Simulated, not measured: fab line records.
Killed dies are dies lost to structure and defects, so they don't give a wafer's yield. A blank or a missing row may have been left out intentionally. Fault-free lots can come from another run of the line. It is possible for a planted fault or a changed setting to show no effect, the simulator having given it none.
What tool caused it? | flow gf180mcu | 36 wafers from 12 lots sampled at 6 of the route's 602 steps

== WHAT THE GAUGES SHOWED, per wafer ==
GF_V2_THK_MEAS_25: measures by xrf. Usual: V2_W_THK gives 370 nm (standard deviation 6.2).
lot  | measured     | on            | V2_W_THK (nm) | flag
L300 | day 21 04:01 | film-metro-01 | 367 375 368   |
L302 | day 21 19:28 | film-metro-01 | 374 375 367   |
L303 | day 22 03:09 | film-metro-01 | 375 370 372   |
L304 | day 22 09:57 | film-metro-04 | 376 369 374   |
L306 | day 23 08:59 | film-metro-02 | 375 370 371   |
L307 | day 23 16:47 | film-metro-02 | 370 360 364   |
L309 | day 24 08:56 | film-metro-04 | 367 371 360   |
L318 | day 27 03:56 | film-metro-02 | 359 359 362   |
L319 | day 27 08:53 | film-metro-04 | 362 360 360   |
L320 | day 27 21:53 | film-metro-02 | 365 368 365   |
L321 | day 28 01:46 | film-metro-04 | 374 374 380   |
L323 | day 28 11:43 | film-metro-02 | 380 378 377   |

GF_V3_THK_MEAS_03. Usual: V3_CVD_02_THK gives 848 nm (standard deviation 11).
lot  | measured     | on            | V3_CVD_02_THK (nm) | flag
L300 | day 22 05:25 | film-metro-01 | 842 848 841        |
L302 | day 22 20:14 | film-metro-03 | 848 859 847        |
L303 | day 23 04:36 | film-metro-03 | 829 844 847        |
L304 | day 23 11:03 | film-metro-01 | 848 845 852        |
L306 | day 24 09:32 | film-metro-04 | 846 856 873        |
L307 | day 24 16:57 | film-metro-04 | 840 1389 841       | OFF
L309 | day 25 07:38 | film-metro-01 | 852 853 1427       | OFF
L318 | day 28 02:31 | film-metro-01 | 834 833 855        |
L319 | day 28 07:02 | film-metro-01 | 829 833 848        |
L320 | day 28 19:42 | film-metro-04 | 835 839 838        |
L321 | day 28 23:18 | film-metro-01 | 828 845 855        |
L323 | day 29 09:26 | film-metro-04 | 839 845 862        |

GF_V3_CD_MEAS_14: target cd 260 nm. Usual: 259.5 nm for cd-nm, sd 1.2.
lot  | measured     | on        | cd-nm (nm)        | flag
L300 | day 23 04:58 | cd-sem-02 | 260.3 259.4 260.2 |
L302 | day 23 19:23 | cd-sem-02 | 260.4 262.2 261.5 |
L303 | day 24 04:01 | cd-sem-01 | 257.5 258.7 259.7 |
L304 | day 24 10:10 | cd-sem-01 | 260.2 260.4 261.0 |
L306 | day 25 08:53 | cd-sem-01 | 258.3 258.8 257.8 |
L307 | day 25 14:55 | cd-sem-01 | 259.1 259.3 258.8 |
L309 | day 26 05:59 | cd-sem-01 | 258.9 260.5 258.6 |
L318 | day 28 22:59 | cd-sem-02 | 259.5 259.5 260.4 |
L319 | day 29 02:40 | cd-sem-01 | 260.5 260.8 259.8 |
L320 | day 29 14:52 | cd-sem-02 | 260.7 259.2 260.3 |
L321 | day 29 18:49 | cd-sem-02 | 259.2 260.4 260.3 |
L323 | day 30 04:59 | cd-sem-02 | 257.7 259.1 257.6 |

GF_V3_OVL_MEAS_15. Usual: V3_OVL gives -2 nm (standard deviation 5.7).
lot  | measured     | on         | V3_OVL (nm) | flag
L300 | day 23 05:05 | overlay-01 | 2 7 -1      |
L302 | day 23 19:30 | overlay-01 | 5 -1 4      |
L303 | day 24 04:06 | overlay-02 | -4 -1 -13   |
L304 | day 24 10:16 | overlay-01 | 0 0 -4      |
L306 | day 25 09:00 | overlay-02 | -14 -14 -10 |
L307 | day 25 15:02 | overlay-01 | 4 1 1       |
L309 | day 26 06:05 | overlay-02 | 2 -9 -13    |
L318 | day 28 23:06 | overlay-01 | 0 -10 -11   |
L319 | day 29 02:47 | overlay-02 | 1 -10 3     |
L320 | day 29 14:59 | overlay-01 | -1 -12 -2   |
L321 | day 29 18:55 | overlay-02 | -4 -7 -2    |
L323 | day 30 05:06 | overlay-02 | 0 -8 -1     |

== WHAT TOOL EACH LOT RAN ON (gives the tool, then ch and the chambers of the sampled wafers, and finally the start) ==
lot  | GF_V3_CVD_02                    | GF_V3_CMP_04
L300 | pecvd-03 ch 0,1,2, day 22 05:21 | cmp-01 ch 0,1,3, day 22 05:29
L302 | pecvd-02 ch 0,1,2, day 22 20:10 | cmp-01 ch 0,1,3, day 22 20:20
L303 | pecvd-01 ch 0,2, day 23 04:31   | cmp-02 ch 0,2,3, day 23 04:47
L304 | pecvd-02 ch 0,1, day 23 10:58   | cmp-01 ch 2,3, day 23 11:05
L306 | pecvd-02 ch 0,1, day 24 09:28   | cmp-01 ch 0,1,3, day 24 09:35
L307 | pecvd-02 ch 0,1,2, day 24 16:53 | cmp-02 ch 0,2,3, day 24 17:04
L309 | pecvd-02 ch 0,1,2, day 25 07:33 | cmp-02 ch 0,1,3, day 25 07:59
L318 | pecvd-02 ch 0,1,2, day 28 02:27 | cmp-01 ch 0,1,2, day 28 02:35
L319 | pecvd-02 ch 0,1, day 28 06:58   | cmp-01 ch 2,3, day 28 07:05
L320 | pecvd-02 ch 0,2, day 28 19:38   | cmp-02 ch 0,1, day 28 19:49
L321 | pecvd-02 ch 0,1,2, day 28 23:13 | cmp-02 ch 0,2, day 28 23:24
L323 | pecvd-02 ch 0,2, day 29 09:22   | cmp-01 ch 0,1,2, day 29 09:29
- GF_V3_CVD_02: deposits SiO2 from TEOS, target thk 850 nm, time 94.851 s.
- GF_V3_CMP_04: polishes SiO2.

== AS READ BY THE TOOLS THEMSELVES (means over the sampled wafers that have a number; for cases with no such wafer, the mark the record gives instead) ==
GF_V3_CVD_02. Usual: 632 W for heater-power-w, sd 62.
lot  | tool     | heater-power-w (W) | flag
L300 | pecvd-03 | 637                |
L302 | pecvd-02 | 599                |
L303 | pecvd-01 | 655                |
L304 | pecvd-02 | 655                |
L306 | pecvd-02 | 625                |
L307 | pecvd-02 | 586                |
L309 | pecvd-02 | 585                |
L318 | pecvd-02 | 617                |
L319 | pecvd-02 | 659                |
L320 | pecvd-02 | 599                |
L321 | pecvd-02 | 631                |
L323 | pecvd-02 | 556                |

GF_V3_CMP_04. Usual: motor-current-A 12.3 A, standard deviation 0.86; slurry-filter-dp-kPa 13.50 kPa, standard deviation 0.14; time-to-endpoint-s 80 s, standard deviation 5.7.
lot  | tool   | motor-current-A (A) | slurry-filter-dp-kPa (kPa) | time-to-endpoint-s (s) | flag
L300 | cmp-01 | 13.1                | 13.47                      | 79                     |
L302 | cmp-01 | 12.6                | 13.40                      | 83                     |
L303 | cmp-02 | 12.5                | 13.63                      | 75                     |
L304 | cmp-01 | 12.7                | 13.49                      | 80                     |
L306 | cmp-01 | 12.8                | 13.52                      | 86                     |
L307 | cmp-02 | 12.6                | 13.54                      | 144                    | OFF
L309 | cmp-02 | 11.5                | 13.38                      | 159                    | OFF
L318 | cmp-01 | 12.2                | 13.58                      | 79                     |
L319 | cmp-01 | 13.2                | 13.46                      | 79                     |
L320 | cmp-02 | 11.2                | 13.58                      | 71                     |
L321 | cmp-02 | 12.8                | 13.58                      | 73                     |
L323 | cmp-01 | 12.3                | 13.49                      | 83                     |

== THE ANSWER, worked out from the rows above alone ==
Rule: take the mean of a lot's wafers that have a number; if it is more than 3 standard deviations from the usual mean, the lot is off. A lot without any number at a reading at which 4 lots or more have one is off too. All remaining lots with rows at the step are treated as sound. The gauges are gone through in route order, then the tools' own readings, and for those a lot's mean is taken as printed above. The first step at which some lot is off is used, and at that step the reading that is off furthest; a lot without a number counts as furthest.
Off: at GF_V3_THK_MEAS_03 (V3_CVD_02_THK), L307, L309.
A tool fits if, at a process step before that reading, it ran every lot that is off, and no sound lot after the first of them. Not tried: the gauges at GF_V3_THK_MEAS_03; whatever is off there is also off at GF_V3_CMP_04, on other tools, and gauge error can't account for it. None of those tried fits.

== WHAT THE SIMULATOR HAD INSERTED ==
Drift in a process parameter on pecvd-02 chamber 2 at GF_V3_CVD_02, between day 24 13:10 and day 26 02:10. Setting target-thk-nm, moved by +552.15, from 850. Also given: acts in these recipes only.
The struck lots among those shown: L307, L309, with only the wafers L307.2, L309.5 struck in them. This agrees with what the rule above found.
